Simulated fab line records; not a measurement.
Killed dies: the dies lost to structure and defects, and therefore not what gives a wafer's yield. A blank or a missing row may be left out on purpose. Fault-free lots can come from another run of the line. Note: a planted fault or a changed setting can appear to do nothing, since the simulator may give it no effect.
fab line records | flow gf180mcu | part 2 of 2: steps 31 to 43 of 43
record: lots: 5 | wafers: 15 | last-day: 33
route steps=602 shown DUAL_GATE@156 POLY_GATE@157 HV_LDD@176
lots untouched by any fault: they come from a run of this same line in which no faults occurred
start-h: hours from the record's first day to the start of the lot's first wafer shown | wait-h: hours since the lot's step before | " as in the row above | L1.1+2: a row that stands for several wafers | - either no value or no given start | * or withheld: withheld | < > ~ a bound
route shown NAME@n: NAME is a module with steps in the file, n the number in the route of the first one | usual: average and standard deviation across the fault-free wafers | same: alike in all rows | chamber/n: place in a boat | sites: readings site by site | _std_site: the values' standard deviation | _edge_site: outer sites' mean less inner sites' | radius-mm: how far each site lies from the wafer's centre | mask NAME#n: copy n | behind: the last tool/chamber to shape the wafer | hold: why the lot was held/for how many hours/how that ended | device: the transistor (n, p or np) that didn't switch | end of line: tests of these same wafers at the route's end | where a step has no rows: the recipe by itself | killed: count of dies lost to structure and defects at first sort (not the wafer's yield) | map: a wafer's dies, x killed, . not, _ none there
set.NAME: the setting the step ran with; set.NAME@STEP: the setting that earlier step ran with | model.NAME: the simulator's own value behind a step, which no gauge read
lots at some steps of the route; a table a step, a row a wafer
services: from which hour (start-h, from the record's first day; less than 0 if before it) a tool's chamber was out of use, for how many hours, and why
== steps ==
step: GF_HV_LDD_STRIP_10
recipe: chemistry: O2/N2 | power-w: 1400 | pressure-mtorr: 1500 | platen-temp-c: 250 | o2-flow-sccm: 3000 | n2-flow-sccm: 300 | overash-fraction: 0.5
usual: drypump-motor-current-A: 5.7/0.31 | heater-power-w: 345/26 | oes-product-au: 0.716/0.0044 | strip-time-to-endpoint-s: 12.61/0.048
lot.wafer | tool            | chamber | start-h | wait-h | drypump-motor-current-A | heater-power-w | oes-product-au | rf-hours-counter-h | strip-time-to-endpoint-s
L083.2    | plasma-asher-03 | 1       | 279.74  | 0.1    | 5.8                     | 332            | 0.713          | 52                 | 12.55
L083.5    | "               | 1       | "       | "      | 5.8                     | 328            | 0.718          | -                  | 12.56
L083.6    | "               | 0       | "       | "      | 5.5                     | 317            | 0.715          | -                  | 12.55
L084.2    | plasma-asher-02 | 1       | 291.09  | 0.1    | 5.9                     | 303            | 0.718          | 18                 | 12.56
L084.4    | "               | 1       | "       | "      | 6.0                     | 312            | 0.719          | -                  | 12.57
L084.6    | "               | 0       | "       | "      | 6.2                     | 368            | 0.704          | -                  | 12.55
L088.1    | plasma-asher-03 | 0       | 321.19  | 0.1    | 5.4                     | 324            | 0.717          | 57                 | 12.60
L088.4    | "               | 1       | "       | "      | 5.8                     | 333            | 0.725          | -                  | 12.60
L088.6    | "               | 0       | "       | "      | 5.5                     | 317            | 0.718          | -                  | 12.56
L091.1    | plasma-asher-01 | 0       | 342.64  | 0.1    | 5.8                     | 377            | 0.715          | 67                 | 12.64
L091.3    | "               | 1       | "       | "      | 5.3                     | 337            | 0.718          | -                  | 12.68
L091.6    | "               | 0       | "       | "      | 5.8                     | 377            | 0.726          | -                  | 12.63
L094.3    | plasma-asher-03 | 0       | 359.98  | 0.1    | 5.5                     | 318            | 0.710          | -                  | 12.60
L094.4    | "               | 1       | "       | "      | 5.9                     | 321            | 0.711          | -                  | 12.55
L094.5    | "               | 0       | "       | "      | 5.5                     | 316            | 0.716          | -                  | 12.58
step: GF_HV_LDD_TW_MEAS_11
usual: HV_LDD_TW: 2425/15
lot.wafer | tool          | chamber | start-h | wait-h | HV_LDD_TW
L083.2    | film-metro-03 | -       | 279.85  | 0.1    | 2444
L083.5    | "             | -       | "       | "      | 2442
L083.6    | "             | -       | "       | "      | 2457
L084.2    | film-metro-03 | -       | 291.20  | 0.1    | 2437
L084.4    | "             | -       | "       | "      | 2439
L084.6    | "             | -       | "       | "      | 2431
L088.1    | film-metro-02 | -       | 321.29  | 0.1    | 2406
L088.4    | "             | -       | "       | "      | 2403
L088.6    | "             | -       | "       | "      | 2394
L091.1    | film-metro-02 | -       | 342.74  | 0.1    | 2407
L091.3    | "             | -       | "       | "      | 2416
L091.6    | "             | -       | "       | "      | 2418
L094.3    | film-metro-02 | -       | 360.07  | 0.1    | 2434
L094.4    | "             | -       | "       | "      | 2426
L094.5    | "             | -       | "       | "      | 2415
step: GF_HV_LDD_DEHYDRATE_12
recipe: temp-c: 200 | time-s: 60
lot.wafer  | tool           | chamber | start-h | wait-h
L083.2+5+6 | litho-track-02 | 0       | 290.07  | 10.2
L084.2+4+6 | litho-track-03 | 0       | 300.36  | 9.1
L088.1+4+6 | litho-track-03 | 0       | 331.29  | 10.0
L091.1+3+6 | litho-track-04 | 0       | 353.08  | 10.3
L094.3+4+5 | litho-track-02 | 0       | 370.59  | 10.5
step: GF_HV_LDD_HMDS_13
recipe: prime-time-s: 60 | prime-temp-c: 120
lot.wafer  | tool           | chamber | start-h | wait-h
L083.2+5+6 | litho-track-02 | 0       | 290.22  | 0.1
L084.2+4+6 | litho-track-03 | 0       | 300.51  | 0.1
L088.1+4+6 | litho-track-03 | 0       | 331.44  | 0.1
L091.1+3+6 | litho-track-04 | 0       | 353.23  | 0.1
L094.3+4+5 | litho-track-02 | 0       | 370.74  | 0.1
step: GF_HV_LDD_COAT_14
recipe: resist: NOVOLAK | spin-rpm: 3000 | resist-thk-nm: 1000
lot.wafer  | tool           | chamber | start-h | wait-h
L083.2+5+6 | litho-track-02 | 0       | 290.37  | 0.1
L084.2+4+6 | litho-track-03 | 0       | 300.66  | 0.1
L088.1+4+6 | litho-track-03 | 0       | 331.59  | 0.1
L091.1+3+6 | litho-track-04 | 0       | 353.38  | 0.1
L094.3+4+5 | litho-track-02 | 0       | 370.89  | 0.1
step: GF_HV_LDD_SOFTBAKE_15
recipe: temp-c: 90 | time-s: 60 | resist: NOVOLAK
lot.wafer  | tool           | chamber | start-h | wait-h
L083.2+5+6 | litho-track-02 | 0       | 290.52  | 0.1
L084.2+4+6 | litho-track-03 | 0       | 300.81  | 0.1
L088.1+4+6 | litho-track-03 | 0       | 331.74  | 0.1
L091.1+3+6 | litho-track-04 | 0       | 353.53  | 0.1
L094.3+4+5 | litho-track-02 | 0       | 371.04  | 0.1
step: GF_HV_LDD_EXPOSE_16
recipe: mask-id: Pplus_LV_AREA | target-cd-nm: 400 | na: 0.6 | source-shape: conventional | sigma-outer: 0.6 | dose-mj: 140
same: na: 0.6
lot.wafer  | tool             | chamber | start-h | wait-h | mask
L083.2+5+6 | iline-stepper-02 | 0       | -       | -      | Pplus_LV_AREA#0
L084.2+4+6 | iline-stepper-01 | 0       | -       | -      | Pplus_LV_AREA#0
L088.1+4+6 | iline-stepper-02 | 0       | -       | -      | Pplus_LV_AREA#0
L091.1+3+6 | iline-stepper-01 | 0       | -       | -      | Pplus_LV_AREA#0
L094.3+4+5 | iline-stepper-01 | 0       | -       | -      | Pplus_LV_AREA#0
step: GF_HV_LDD_PEB_17
recipe: temp-c: withheld | time-s: * | resist: NOVOLAK
lot.wafer  | tool           | chamber | start-h | wait-h
L083.2+5+6 | litho-track-04 | 0       | -       | -
L084.2+4+6 | litho-track-03 | 0       | -       | -
L088.1+4+6 | litho-track-03 | 0       | -       | -
L091.1+3+6 | litho-track-04 | 0       | -       | -
L094.3+4+5 | litho-track-02 | 0       | -       | -
step: GF_HV_LDD_DEVELOP_18
recipe: develop-time-s: 60 | dev-temp-c: 23.76
lot.wafer  | tool           | chamber | start-h | wait-h
L083.2+5+6 | litho-track-04 | 0       | 300.10  | 0.1
L084.2+4+6 | litho-track-03 | 0       | 311.26  | 0.1
L088.1+4+6 | litho-track-03 | 0       | 342.49  | 0.1
L091.1+3+6 | litho-track-04 | 0       | 364.43  | 0.1
L094.3+4+5 | litho-track-02 | 0       | 381.74  | 0.1
step: GF_HV_LDD_CD_MEAS_19
recipe: target-cd-nm: 400
usual: cd-nm: 397.9/2.8
lot.wafer | tool      | chamber | start-h | wait-h | cd-nm
L083.2    | cd-sem-02 | -       | 300.25  | 0.1    | 401.8
L083.5    | "         | -       | "       | "      | 399.8
L083.6    | "         | -       | "       | "      | 401.4
L084.2    | cd-sem-01 | -       | 311.41  | 0.1    | 402.7
L084.4    | "         | -       | "       | "      | 400.9
L084.6    | "         | -       | "       | "      | 400.5
L088.1    | cd-sem-01 | -       | 342.64  | 0.1    | 394.9
L088.4    | "         | -       | "       | "      | 393.4
L088.6    | "         | -       | "       | "      | 393.7
L091.1    | cd-sem-02 | -       | 364.58  | 0.1    | 399.1
L091.3    | "         | -       | "       | "      | 397.9
L091.6    | "         | -       | "       | "      | 399.7
L094.3    | cd-sem-01 | -       | 381.88  | 0.1    | 396.0
L094.4    | "         | -       | "       | "      | 398.1
L094.5    | "         | -       | "       | "      | 398.0
step: GF_HV_LDD_OVL_MEAS_20
usual: HV_LDD_01_OVL: -0.9/1.3
lot.wafer | tool       | chamber | start-h | wait-h | HV_LDD_01_OVL[nm]
L083.2    | overlay-01 | -       | 300.35  | 0.1    | -1.1
L083.5    | "          | -       | "       | "      | -2.2
L083.6    | "          | -       | "       | "      | -3.1
L084.2    | overlay-01 | -       | 311.51  | 0.1    | -0.6
L084.4    | "          | -       | "       | "      | -2.0
L084.6    | "          | -       | "       | "      | -1.5
L088.1    | overlay-01 | -       | 342.76  | 0.1    | -1.3
L088.4    | "          | -       | "       | "      | 0.4
L088.6    | "          | -       | "       | "      | -2.5
L091.1    | overlay-01 | -       | 364.70  | 0.1    | -2.2
L091.3    | "          | -       | "       | "      | -2.7
L091.6    | "          | -       | "       | "      | -1.9
L094.3    | overlay-02 | -       | 381.98  | 0.1    | -2.5
L094.4    | "          | -       | "       | "      | -1.2
L094.5    | "          | -       | "       | "      | -1.1
step: GF_HV_LDD_IMPLANT_21
recipe: species: BF2 | energy-kev: 25 | dose-cm2: 5e+13 | tilt-deg: 7
usual: beam-on-s: 9.96/0.21
lot.wafer | tool         | chamber | start-h | wait-h | beam-on-s
L083.2    | implanter-03 | 0       | 300.41  | 0.0    | 10.24
L083.5    | "            | 0       | "       | "      | 9.85
L083.6    | "            | 0       | "       | "      | 9.96
L084.2    | implanter-04 | 0       | 311.57  | 0.0    | 9.90
L084.4    | "            | 0       | "       | "      | 9.93
L084.6    | "            | 0       | "       | "      | 9.85
L088.1    | implanter-01 | 0       | 342.79  | 0.0    | 10.16
L088.4    | "            | 0       | "       | "      | 10.02
L088.6    | "            | 0       | "       | "      | 9.99
L091.1    | implanter-04 | 0       | 364.73  | 0.0    | 9.90
L091.3    | "            | 0       | "       | "      | 9.66
L091.6    | "            | 0       | "       | "      | 10.34
L094.3    | implanter-01 | 0       | 382.05  | 0.1    | 10.14
L094.4    | "            | 0       | "       | "      | 10.04
L094.5    | "            | 0       | "       | "      | 9.80
step: GF_HV_LDD_STRIP_22
recipe: chemistry: O2/N2 | power-w: 1400 | pressure-mtorr: 1500 | platen-temp-c: 250 | o2-flow-sccm: 3000 | n2-flow-sccm: 300 | overash-fraction: 0.5
usual: drypump-motor-current-A: 5.92/0.27 | heater-power-w: 340/28 | oes-product-au: 0.716/0.004 | strip-time-to-endpoint-s: 12.63/0.046
lot.wafer | tool            | chamber | start-h | wait-h | drypump-motor-current-A | heater-power-w | oes-product-au | rf-hours-counter-h | strip-time-to-endpoint-s
L083.2    | plasma-asher-02 | 0       | 300.53  | 0.1    | 6.16                    | 378            | 0.718          | 19                 | 12.55
L083.5    | "               | 1       | "       | "      | 5.99                    | 309            | 0.715          | -                  | 12.54
L083.6    | "               | 0       | "       | "      | 6.18                    | 376            | 0.711          | -                  | 12.59
L084.2    | plasma-asher-02 | 1       | 311.69  | 0.1    | 5.97                    | 315            | 0.714          | 20                 | 12.61
L084.4    | "               | 1       | "       | "      | 5.98                    | 306            | 0.716          | -                  | 12.63
L084.6    | "               | 1       | "       | "      | 6.00                    | 307            | 0.717          | -                  | 12.65
L088.1    | plasma-asher-03 | 1       | 342.94  | 0.1    | 5.85                    | 324            | 0.715          | 59                 | 12.69
L088.4    | "               | 1       | "       | "      | 5.82                    | 321            | 0.719          | -                  | 12.68
L088.6    | "               | 0       | "       | "      | 5.42                    | 324            | 0.716          | -                  | 12.70
L091.1    | plasma-asher-02 | 1       | 364.88  | 0.1    | 5.97                    | 310            | 0.711          | 25                 | 12.64
L091.3    | "               | 0       | "       | "      | 6.15                    | 379            | 0.719          | -                  | 12.62
L091.6    | "               | 0       | "       | "      | 6.16                    | 371            | 0.712          | -                  | 12.63
L094.3    | plasma-asher-02 | 0       | 382.18  | 0.1    | 6.18                    | 366            | 0.715          | -                  | 12.64
L094.4    | "               | 1       | "       | "      | 5.95                    | 295            | 0.716          | -                  | 12.66
L094.5    | "               | 0       | "       | "      | 6.20                    | 385            | 0.712          | -                  | 12.63
== services ==
tool             | chamber | start-h | hours | kind
implanter-03     | -       | 216.44  | 4.4   | pm
rie-diel-04      | -       | 216.52  | 2.8   | pm
implanter-01     | -       | 224.95  | 18.6  | pm
lpcvd-01         | -       | 241.24  | 0.9   | repair
implanter-01     | -       | 254.66  | 2.1   | repair
rie-diel-04      | 3       | 258.54  | 13.3  | repair
krf-scanner-01   | -       | 266.35  | 0.8   | pm
krf-scanner-01   | -       | 278.66  | 1.3   | pm
krf-scanner-01   | -       | 284.78  | 0.8   | pm
rie-diel-01      | 1       | 285.91  | 10.9  | repair
krf-scanner-01   | -       | 291.45  | 0.6   | repair
rie-diel-04      | -       | 293.85  | 28.1  | pm
implanter-01     | -       | 304.71  | 1.7   | repair
iline-stepper-01 | -       | 308.18  | 1.7   | pm
lpcvd-02         | -       | 312.25  | 0.3   | repair
krf-scanner-01   | -       | 316.70  | 3.6   | pm
furnace-01       | -       | 317.23  | 3.6   | pm
furnace-02       | -       | 330.17  | 4.4   | pm
iline-stepper-01 | -       | 330.32  | 2.1   | pm
rie-si-02        | -       | 348.97  | 2.6   | repair
krf-scanner-01   | -       | 350.92  | 1.0   | pm
implanter-01     | -       | 362.30  | 15.3  | pm
iline-stepper-02 | -       | 362.56  | 1.7   | pm
iline-stepper-01 | -       | 376.87  | 1.3   | repair
